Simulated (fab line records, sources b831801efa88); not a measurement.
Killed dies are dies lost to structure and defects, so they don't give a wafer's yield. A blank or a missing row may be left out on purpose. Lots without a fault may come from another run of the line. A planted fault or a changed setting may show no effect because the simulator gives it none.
Which tool did it? | flow gf180mcu | 24 lots, 72 wafers sampled, at 6 steps of a route of 602

WHAT THE GAUGES READ, wafer by wafer
GF_M2_CD_MEAS_14: target cd 280 nm. Usual: cd_nm 280.3 nm, standard deviation 1.2.
lot  | measured     | on        | cd_nm (nm)        | flag
L074 | day 19 02:55 | cd_sem-01 | 279.5 279.6 278.1 |
L075 | day 19 20:38 | cd_sem-01 | 279.2 280.4 280.7 |
L076 | day 20 00:38 | cd_sem-01 | 280.3 280.8 279.8 |
L077 | day 20 07:10 | cd_sem-01 | 280.5 281.1 281.2 |
L078 | day 20 21:40 | cd_sem-01 | 280.0 280.3 279.2 |
L079 | day 21 03:07 | cd_sem-01 | 278.0 278.9 279.7 |
L080 | day 21 20:07 | cd_sem-01 | 282.0 280.9 281.7 |
L081 | day 22 01:52 | cd_sem-02 | 281.9 281.3 281.7 |
L082 | day 22 06:58 | cd_sem-01 | 280.2 279.8 279.7 |
L083 | day 22 10:04 | cd_sem-02 | 280.5 282.1 280.7 |
L084 | day 23 03:43 | cd_sem-02 | 281.9 281.8 282.6 |
L085 | day 23 07:07 | cd_sem-02 | 281.1 281.4 280.4 |
L086 | day 23 10:38 | cd_sem-02 | 279.9 281.2 280.0 |
L087 | day 24 01:22 | cd_sem-02 | 279.5 278.1 279.3 |
L088 | day 24 09:11 | cd_sem-01 | 280.7 281.8 279.8 |
L089 | day 25 04:34 | cd_sem-02 | 281.4 281.8 281.0 |
L090 | day 25 05:52 | cd_sem-01 | 279.5 279.4 279.0 |
L091 | day 25 08:05 | cd_sem-02 | 279.8 279.1 279.0 |
L092 | day 25 22:53 | cd_sem-01 | 280.9 280.1 280.2 |
L094 | day 26 05:56 | cd_sem-02 | 281.4 282.5 281.8 |
L093 | day 26 06:17 | cd_sem-02 | 279.6 278.1 277.6 |
L095 | day 26 10:28 | cd_sem-01 | 280.6 280.2 280.9 |
L096 | day 26 23:46 | cd_sem-02 | 278.5 280.1 279.8 |
L097 | day 27 03:40 | cd_sem-02 | 282.0 282.2 281.5 |

GF_V5_RS_MEAS_24: measures by four-point-probe. Usual: V5_W_RS 0.327 ohm/sq, standard deviation 0.0031.
lot  | measured     | on            | V5_W_RS (ohm/sq)  | flag
L074 | day 27 03:46 | film_metro-02 | 0.328 0.329 0.330 |
L075 | day 27 18:44 | film_metro-02 | 0.328 0.325 0.326 |
L076 | day 27 23:40 | film_metro-04 | 0.331 0.330 0.326 |
L077 | day 28 04:43 | film_metro-02 | 0.328 0.325 0.328 |
L078 | day 28 13:15 | film_metro-01 | 0.327 0.324 0.330 |
L079 | day 28 19:57 | film_metro-02 | 0.332 0.323 0.330 |
L080 | day 29 07:35 | film_metro-04 | 0.327 0.324 0.326 |
L081 | day 29 15:11 | film_metro-01 | 0.323 0.328 0.328 |
L082 | day 29 18:05 | film_metro-02 | 0.325 0.324 0.327 |
L083 | day 29 22:11 | film_metro-01 | 0.329 0.331 0.334 |
L084 | day 30 11:25 | film_metro-02 | 0.331 0.334 0.332 |
L085 | day 30 14:43 | film_metro-01 | 0.329 0.331 0.330 |
L086 | day 30 17:42 | film_metro-02 | 0.330 0.327 0.328 |
L087 | day 31 03:38 | film_metro-02 | 0.332 0.332 0.324 |
L088 | day 31 12:32 | film_metro-04 | 0.328 0.334 0.329 |
L089 | day 32 03:39 | film_metro-04 | 0.325 0.328 0.326 |
L090 | day 32 03:53 | film_metro-04 | 0.324 0.323 0.321 |
L091 | day 32 05:44 | film_metro-02 | 0.325 0.320 0.325 |
L092 | day 32 15:05 | film_metro-01 | 0.330 0.330 0.327 |
L094 | day 32 23:40 | film_metro-01 | 0.325 0.325 0.323 |
L093 | day 33 00:38 | film_metro-02 | 0.327 0.334 0.328 |
L095 | day 33 02:22 | film_metro-01 | 0.326 0.329 0.326 |
L096 | day 33 09:23 | film_metro-04 | 0.326 0.321 0.326 |
L097 | day 33 13:56 | film_metro-04 | 0.329 0.329 0.329 |

WHICH TOOL RAN EACH LOT (tool, then ch and the chambers of the sampled wafers, then the start)
lot  | GF_V2_CMP_26                  | GF_V4_CVD_02                    | GF_MIM_CVD_05                   | GF_V5_CVD_02
L074 | cmp-02 ch 0,1,2, day 20 05:48 | pecvd-01 ch 1,2, day 23 08:46   | pecvd-02 ch 1,2, day 24 09:38   | pecvd-04 ch 0,1,2, day 26 05:47
L075 | cmp-01 ch 0,1,3, day 20 23:37 | pecvd-01 ch 1,2, day 24 00:32   | pecvd-01 ch 0,1, day 25 00:58   | pecvd-01 ch 1,2, day 26 20:31
L076 | cmp-02 ch 2,3, day 21 03:40   | pecvd-04 ch 0,2, day 24 05:50   | pecvd-02 ch 0,1,2, day 25 05:54 | pecvd-02 ch 0,1,2, day 27 01:04
L077 | cmp-01 ch 0,1,3, day 21 09:52 | pecvd-01 ch 0,1,2, day 24 10:51 | pecvd-01 ch 0,1, day 25 10:46   | pecvd-01 ch 1,2, day 27 06:52
L078 | cmp-01 ch 1,3, day 21 23:44   | pecvd-03 ch 0,2, day 24 23:05   | pecvd-01 ch 0,1,2, day 25 22:12 | pecvd-01 ch 0,1, day 27 15:59
L079 | cmp-01 ch 1,2, day 22 06:07   | pecvd-04 ch 1,2, day 25 05:48   | pecvd-03 ch 1,2, day 26 05:09   | pecvd-02 ch 0,2, day 28 00:23
L080 | cmp-01 ch 0,1,3, day 22 22:32 | pecvd-01 ch 0,1,2, day 25 20:25 | pecvd-01 ch 0,1, day 26 18:51   | pecvd-01 ch 0,2, day 28 11:16
L081 | cmp-01 ch 1,2,3, day 23 04:14 | pecvd-04 ch 1,2, day 26 02:41   | pecvd-03 ch 0,1,2, day 27 01:57 | pecvd-02 ch 0,2, day 28 18:31
L082 | cmp-02 ch 0,3, day 23 08:31   | pecvd-01 ch 0,1,2, day 26 06:10 | pecvd-02 ch 1,2, day 27 04:58   | pecvd-04 ch 1,2, day 28 22:08
L083 | cmp-01 ch 0,1,2, day 23 11:29 | pecvd-01 ch 0,1,2, day 26 09:45 | pecvd-01 ch 0,1,2, day 27 08:36 | pecvd-02 ch 0,1, day 29 01:24
L084 | cmp-02 ch 0,1, day 24 04:59   | pecvd-04 ch 0,1, day 27 00:50   | pecvd-01 ch 0,1, day 28 00:10   | pecvd-01 ch 0,2, day 29 15:26
L085 | cmp-01 ch 0,1,3, day 24 08:28 | pecvd-04 ch 0,1,2, day 27 05:18 | pecvd-01 ch 0,1,2, day 28 03:59 | pecvd-01 ch 0,1,2, day 29 18:36
L086 | cmp-02 ch 0,1, day 24 11:44   | pecvd-04 ch 0,2, day 27 08:13   | pecvd-01 ch 0,1,2, day 28 06:13 | pecvd-04 ch 0,1,2, day 29 21:36
L087 | cmp-02 ch 2,3, day 25 02:29   | pecvd-03 ch 1,2, day 27 21:07   | pecvd-01 ch 0,1, day 28 17:53   | pecvd-02 ch 1,2, day 30 08:35
L088 | cmp-02 ch 0,2,3, day 25 09:55 | pecvd-03 ch 0,1, day 28 04:39   | pecvd-03 ch 1,2, day 29 02:11   | pecvd-02 ch 0,1, day 30 16:52
L089 | cmp-02 ch 0,2, day 26 04:22   | pecvd-01 ch 1,2, day 28 21:30   | pecvd-02 ch 0,2, day 29 18:32   | pecvd-02 ch 0,1,2, day 31 08:09
L090 | cmp-02 ch 2,3, day 26 05:53   | pecvd-03 ch 0,1, day 28 22:21   | pecvd-02 ch 0,2, day 29 19:05   | pecvd-01 ch 1,2, day 31 09:06
L091 | cmp-02 ch 2,3, day 26 07:53   | pecvd-01 ch 0,1,2, day 29 00:26 | pecvd-03 ch 1,2, day 29 21:28   | pecvd-01 ch 0,1, day 31 11:22
L092 | cmp-02 ch 0,1,2, day 26 21:59 | pecvd-04 ch 0,1,2, day 29 12:47 | pecvd-01 ch 0,1,2, day 30 09:33 | pecvd-04 ch 0,1,2, day 31 22:07
L094 | cmp-01 ch 0,1,2, day 27 05:14 | pecvd-04 ch 0,1,2, day 29 20:19 | pecvd-01 ch 0,1,2, day 30 16:39 | pecvd-04 ch 0,1,2, day 32 04:47
L093 | cmp-02 ch 1,3, day 27 05:47   | pecvd-01 ch 0,2, day 29 20:46   | pecvd-01 ch 1,2, day 30 17:19   | pecvd-02 ch 1,2, day 32 06:12
L095 | cmp-01 ch 1,3, day 27 09:29   | pecvd-03 ch 0,2, day 29 23:19   | pecvd-01 ch 0,2, day 30 19:30   | pecvd-02 ch 1,2, day 32 07:45
L096 | cmp-01 ch 0,2,3, day 27 22:41 | pecvd-01 ch 0,1,2, day 30 10:59 | pecvd-02 ch 0,1,2, day 31 07:00 | pecvd-02 ch 0,1,2, day 32 16:23
L097 | cmp-01 ch 0,1,2, day 28 02:44 | pecvd-01 ch 0,1,2, day 30 14:57 | pecvd-03 ch 0,1,2, day 31 10:24 | pecvd-04 ch 1,2, day 32 20:52
- GF_V2_CMP_26: polishes, stops on SiO2, t overpolish 15 s, target thk 0 nm.
- GF_V4_CVD_02: deposits SiO2 from TEOS, target thk 850 nm, time 94.851 s.
- GF_MIM_CVD_05: deposits Si3N4, target thk 42 nm, time 29.086 s.
- GF_V5_CVD_02: deposits SiO2 from TEOS, target thk 1450 nm, time 163.28 s.

WHAT THE TOOLS THEMSELVES READ (means of the sampled wafers that have a number; where no wafer has one, the mark that the record gives instead)
GF_V2_CMP_26. Usual: motor_current_A 11.0 A, standard deviation 1; overpolish_run_s 14.999 s, standard deviation 0.0087; time_to_endpoint_s 85.0 s, standard deviation 2.3.
lot  | tool   | motor_current_A (A) | overpolish_run_s (s) | time_to_endpoint_s (s) | flag
L074 | cmp-02 | 10.8                | 14.999               | 85.7                   |
L075 | cmp-01 | 10.0                | 15.002               | 85.5                   |
L076 | cmp-02 | 10.3                | 14.999               | 85.5                   |
L077 | cmp-01 | 10.0                | 15.002               | 84.3                   |
L078 | cmp-01 | 10.7                | 14.990               | 85.7                   |
L079 | cmp-01 | 11.6                | 15.001               | 83.3                   |
L080 | cmp-01 | 10.3                | 14.992               | 84.2                   |
L081 | cmp-01 | 10.6                | 15.002               | 83.0                   |
L082 | cmp-02 | 11.9                | 15.004               | 84.9                   |
L083 | cmp-01 | 11.1                | 14.999               | 80.7                   |
L084 | cmp-02 | 11.5                | 15.007               | 86.5                   |
L085 | cmp-01 | 10.4                | 15.005               | 88.8                   |
L086 | cmp-02 | 11.9                | 15.006               | 87.8                   |
L087 | cmp-02 | 11.6                | 15.002               | 83.4                   |
L088 | cmp-02 | 11.3                | 15.002               | 83.8                   |
L089 | cmp-02 | 10.3                | 14.998               | 86.2                   |
L090 | cmp-02 | 10.6                | 15.001               | 84.1                   |
L091 | cmp-02 | 11.9                | 15.010               | 83.6                   |
L092 | cmp-02 | 10.9                | 15.005               | 84.7                   |
L094 | cmp-01 | 10.9                | 14.999               | 85.4                   |
L093 | cmp-02 | 11.8                | 14.989               | 83.4                   |
L095 | cmp-01 | 10.5                | 14.993               | 85.0                   |
L096 | cmp-01 | 10.7                | 14.993               | 85.5                   |
L097 | cmp-01 | 10.9                | 14.998               | 85.3                   |

GF_V4_CVD_02. Usual: heater_power_w 678 W, standard deviation 80.
lot  | tool     | heater_power_w (W) | flag
L074 | pecvd-01 | 716                |
L075 | pecvd-01 | 627                |
L076 | pecvd-04 | 698                |
L077 | pecvd-01 | 656                |
L078 | pecvd-03 | 698                |
L079 | pecvd-04 | 698                |
L080 | pecvd-01 | 651                |
L081 | pecvd-04 | 668                |
L082 | pecvd-01 | 638                |
L083 | pecvd-01 | 648                |
L084 | pecvd-04 | 659                |
L085 | pecvd-04 | 686                |
L086 | pecvd-04 | 662                |
L087 | pecvd-03 | 630                |
L088 | pecvd-03 | 724                |
L089 | pecvd-01 | 655                |
L090 | pecvd-03 | 805                |
L091 | pecvd-01 | 669                |
L092 | pecvd-04 | 698                |
L094 | pecvd-04 | 649                |
L093 | pecvd-01 | 731                |
L095 | pecvd-03 | 734                |
L096 | pecvd-01 | 676                |
L097 | pecvd-01 | 665                |

GF_MIM_CVD_05. Usual: heater_power_w 669 W, standard deviation 80.
lot  | tool     | heater_power_w (W) | flag
L074 | pecvd-02 | 660                |
L075 | pecvd-01 | 608                |
L076 | pecvd-02 | 676                |
L077 | pecvd-01 | 611                |
L078 | pecvd-01 | 648                |
L079 | pecvd-03 | 711                |
L080 | pecvd-01 | 611                |
L081 | pecvd-03 | 711                |
L082 | pecvd-02 | 612                |
L083 | pecvd-01 | 697                |
L084 | pecvd-01 | 553                |
L085 | pecvd-01 | 634                |
L086 | pecvd-01 | 629                |
L087 | pecvd-01 | 639                |
L088 | pecvd-03 | 676                |
L089 | pecvd-02 | 693                |
L090 | pecvd-02 | 703                |
L091 | pecvd-03 | 666                |
L092 | pecvd-01 | 595                |
L094 | pecvd-01 | 685                |
L093 | pecvd-01 | 624                |
L095 | pecvd-01 | 705                |
L096 | pecvd-02 | 633                |
L097 | pecvd-03 | 689                |

GF_V5_CVD_02. Usual: heater_power_w 668 W, standard deviation 96.
lot  | tool     | heater_power_w (W) | flag
L074 | pecvd-04 | 637                |
L075 | pecvd-01 | 667                |
L076 | pecvd-02 | 741                |
L077 | pecvd-01 | 670                |
L078 | pecvd-01 | 561                |
L079 | pecvd-02 | 810                |
L080 | pecvd-01 | 709                |
L081 | pecvd-02 | 771                |
L082 | pecvd-04 | 654                |
L083 | pecvd-02 | 686                |
L084 | pecvd-01 | 706                |
L085 | pecvd-01 | 648                |
L086 | pecvd-04 | 627                |
L087 | pecvd-02 | 657                |
L088 | pecvd-02 | 668                |
L089 | pecvd-02 | 699                |
L090 | pecvd-01 | 641                |
L091 | pecvd-01 | 593                |
L092 | pecvd-04 | 709                |
L094 | pecvd-04 | 687                |
L093 | pecvd-02 | 640                |
L095 | pecvd-02 | 586                |
L096 | pecvd-02 | 716                |
L097 | pecvd-04 | 657                |

THE ANSWER, worked out from the rows above alone
Rule: a lot is off if the mean of its wafers that have a number lies more than 3 standard deviations from the usual mean. A lot without any number at a reading at which 4 lots or more have one is off too. The other lots that the step has rows for count as sound. The gauges are gone through in route order, then the tools' own readings, and for those a lot's mean is taken as printed above. The first step at which some lot is off is used, and at that step the reading that is off furthest; a lot without a number counts as furthest.
No lot is off at any reading shown: from this, nothing can be told.

WHAT THE SIMULATOR HAD PUT IN
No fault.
